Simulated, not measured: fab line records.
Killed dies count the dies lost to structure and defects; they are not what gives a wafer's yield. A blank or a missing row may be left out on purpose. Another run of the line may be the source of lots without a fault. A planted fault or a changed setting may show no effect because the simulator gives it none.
The tool behind it: which one? ; flow sky130 ; 12 lots with 36 wafers sampled at 5 steps, on a route of 708 steps

## WHAT THE GAUGES SHOWED, per wafer
SKY_LDD_LDN_TW_MEAS_13. Usual: LDD_LDN_TW typically reads 1478, with standard deviation 9.5.
lot;measured;on;LDD_LDN_TW;flag
L507;day 22 21:51;film_metro-01;1469 1468 1473;
L508;day 23 10:41;film_metro-03;1494 1489 1499;
L509;day 23 10:29;film_metro-01;1481 1483 1470;
L514;day 25 17:12;film_metro-03;1486 1488 1491;
L515;day 26 03:32;film_metro-01;1492 1488 1489;
L516;day 26 04:07;film_metro-03;1481 1483 1486;
L523;day 28 06:35;film_metro-01;1394 1394 1395;OFF
L525;day 29 04:03;film_metro-03;1410 1413 1422;OFF
L526;day 29 08:40;film_metro-04;1390 1386 1398;OFF
L527;day 29 18:04;film_metro-01;1476 1475 1476;
L528;day 30 06:49;film_metro-01;1478 1481 1484;
L530;day 31 06:34;film_metro-04;1455 1465 1457;

SKY_POLY_CUT_OVL_MEAS_09. Usual: POLY_CUT_OVL typically reads 0 nm, with standard deviation 6.
lot;measured;on;POLY_CUT_OVL (nm);flag
L507;day 24 04:53;overlay-01;-2 -2 7;
L508;day 24 17:58;overlay-01;-12 -9 -5;
L509;day 24 16:50;overlay-02;0 -8 -2;
L514;day 27 01:35;overlay-01;0 -5 5;
L515;day 27 10:53;overlay-01;1 -1 -1;
L516;day 27 14:07;overlay-02;-12 -4 -2;
L523;day 29 12:49;overlay-02;-6 -3 -8;
L525;day 30 09:58;overlay-01;-2 2 -1;
L526;day 30 14:46;overlay-01;9 -3 1;
L527;day 31 00:23;overlay-01;4 1 7;
L528;day 31 12:38;overlay-01;-1 0 -8;
L530;day 32 13:05;overlay-02;3 6 3;

SKY_SD_N_CD_MEAS_07: the cd target is 380 nm. Usual: 380 nm for cd_nm, sd 3.3.
lot;measured;on;cd_nm (nm);flag
L507;day 27 21:31;cd_sem-01;382 382 382;
L508;day 28 10:44;cd_sem-01;375 376 375;
L509;day 28 09:14;cd_sem-02;388 386 388;
L514;day 30 15:21;cd_sem-02;375 378 379;
L515;day 31 01:15;cd_sem-01;379 377 378;
L516;day 31 05:01;cd_sem-01;381 382 383;
L523;day 33 00:02;cd_sem-01;385 384 382;
L525;day 33 20:52;cd_sem-02;376 376 377;
L526;day 34 03:13;cd_sem-02;383 384 384;
L527;day 34 10:44;cd_sem-01;380 380 381;
L528;day 34 22:25;cd_sem-02;382 381 383;
L530;day 35 21:45;cd_sem-02;383 385 385;

## WHAT TOOL EACH LOT RAN ON (gives the tool, then ch and the chambers of the sampled wafers, and finally the start)
lot;SKY_VT_ADJUST_HVTR_STRIP_10;SKY_LDD_LDN_IMPLANT_11
L507;plasma_asher-03 ch 0,1, day 9 08:20;implanter-03 ch 0, day 22 21:38
L508;plasma_asher-04 ch 0,1, day 9 15:31;implanter-04 ch 0, day 23 10:26
L509;plasma_asher-02 ch 0,1, day 9 21:31;implanter-01 ch 0, day 23 10:14
L514;plasma_asher-04 ch 0,1, day 11 16:55;implanter-03 ch 0, day 25 16:58
L515;plasma_asher-03 ch 0,1, day 12 01:36;implanter-01 ch 0, day 26 03:19
L516;plasma_asher-04 ch 0,1, day 12 06:01;implanter-03 ch 0, day 26 03:52
L523;plasma_asher-02 ch 0,1, day 14 06:04;implanter-01 ch 0, day 28 06:20
L525;plasma_asher-03 ch 0,1, day 14 22:49;implanter-01 ch 0, day 29 03:48
L526;plasma_asher-03 ch 0,1, day 15 03:31;implanter-01 ch 0, day 29 08:24
L527;plasma_asher-04 ch 0,1, day 15 16:12;implanter-04 ch 0, day 29 17:51
L528;plasma_asher-03 ch 0,1, day 15 22:57;implanter-04 ch 0, day 30 06:35
L530;plasma_asher-04 ch 0,1, day 16 20:25;implanter-04 ch 0, day 31 06:19
- SKY_VT_ADJUST_HVTR_STRIP_10: strips in O2/N2.
- SKY_LDD_LDN_IMPLANT_11

## AS READ BY THE TOOLS THEMSELVES (means over the sampled wafers that have a number; for cases with no such wafer, the mark the record gives instead)
SKY_VT_ADJUST_HVTR_STRIP_10. Usual: drypump_motor_current_A 6.0 A, standard deviation 0.43; oes_product_au 0.716 a.u., standard deviation 0.0044; strip_time_to_endpoint_s 14.17 s, standard deviation 0.037.
lot;tool;drypump_motor_current_A (A);oes_product_au (a.u.);strip_time_to_endpoint_s (s);flag
L507;plasma_asher-03;5.9;0.724;14.21;
L508;plasma_asher-04;5.7;0.716;14.14;
L509;plasma_asher-02;5.7;0.714;14.13;
L514;plasma_asher-04;6.2;0.717;14.16;
L515;plasma_asher-03;5.9;0.719;14.14;
L516;plasma_asher-04;6.2;0.718;14.17;
L523;plasma_asher-02;5.7;0.716;14.17;
L525;plasma_asher-03;5.9;0.715;14.19;
L526;plasma_asher-03;6.1;0.714;14.19;
L527;plasma_asher-04;6.2;0.717;14.21;
L528;plasma_asher-03;5.9;0.713;14.23;
L530;plasma_asher-04;6.2;0.716;14.20;

SKY_LDD_LDN_IMPLANT_11. Usual: dose_ions_cm2 1.2498e+13, standard deviation 1.4e+10; faraday_current_uA 70.4, standard deviation 1.3.
lot;tool;dose_ions_cm2;faraday_current_uA;flag
L507;implanter-03;1.2504e+13;69.8;
L508;implanter-04;1.2486e+13;71.0;
L509;implanter-01;1.2495e+13;70.6;
L514;implanter-03;1.2496e+13;71.1;
L515;implanter-01;1.2500e+13;70.0;
L516;implanter-03;1.2493e+13;70.6;
L523;implanter-01;4.2830e+12;24.1;OFF
L525;implanter-01;4.3397e+12;24.1;OFF
L526;implanter-01;4.3007e+12;24.9;OFF
L527;implanter-04;1.2497e+13;70.2;
L528;implanter-04;1.2502e+13;70.9;
L530;implanter-04;1.2493e+13;71.4;

## THE ANSWER, worked out from the rows above alone
Rule: take the mean of a lot's wafers that have a number; if it is more than 3 standard deviations from the usual mean, the lot is off. Also off: a lot with no number at a reading for which 4 or more lots have one. Where the step has rows for the other lots, those lots are counted as sound. Order of review: gauges by route order, followed by the tools' own readings, for which a lot's mean as printed above is used. At the first step where some lot is off, the reading lying furthest off is the one used; lots without a number count as furthest.
Off: L523, L525, L526, seen at SKY_LDD_LDN_TW_MEAS_13 (LDD_LDN_TW).
A tool fits if, at a process step before that reading, it ran every lot that is off, and no sound lot after the first of them. The gauges at SKY_LDD_LDN_TW_MEAS_13 aren't tried: what is off there is off at SKY_LDD_LDN_IMPLANT_11 too, on other tools, and a gauge's error can't cause that. One candidate fits, namely implanter-01 at SKY_LDD_LDN_IMPLANT_11. Its last sound lot is L515 (day 26 03:19), its first lot that is off L523 (day 28 06:20): a fault that began between those two fits.
The tool's own readings at SKY_LDD_LDN_IMPLANT_11 bear it out: on the lots that are off they differ by more than 5 times the standard deviation of the sound lots' means. dose_ions_cm2 reads 4.3078e+12 there against 1.2496e+13 on the sound lots; faraday_current_uA reads 24.4 there against 70.6 on the sound lots.

## WHAT WAS PUT IN BY THE SIMULATOR
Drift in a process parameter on implanter-01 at SKY_LDD_LDN_IMPLANT_11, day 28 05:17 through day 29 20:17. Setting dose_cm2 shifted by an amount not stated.
Lots struck among those shown: L523, L525, L526. Same finding as the rule above.
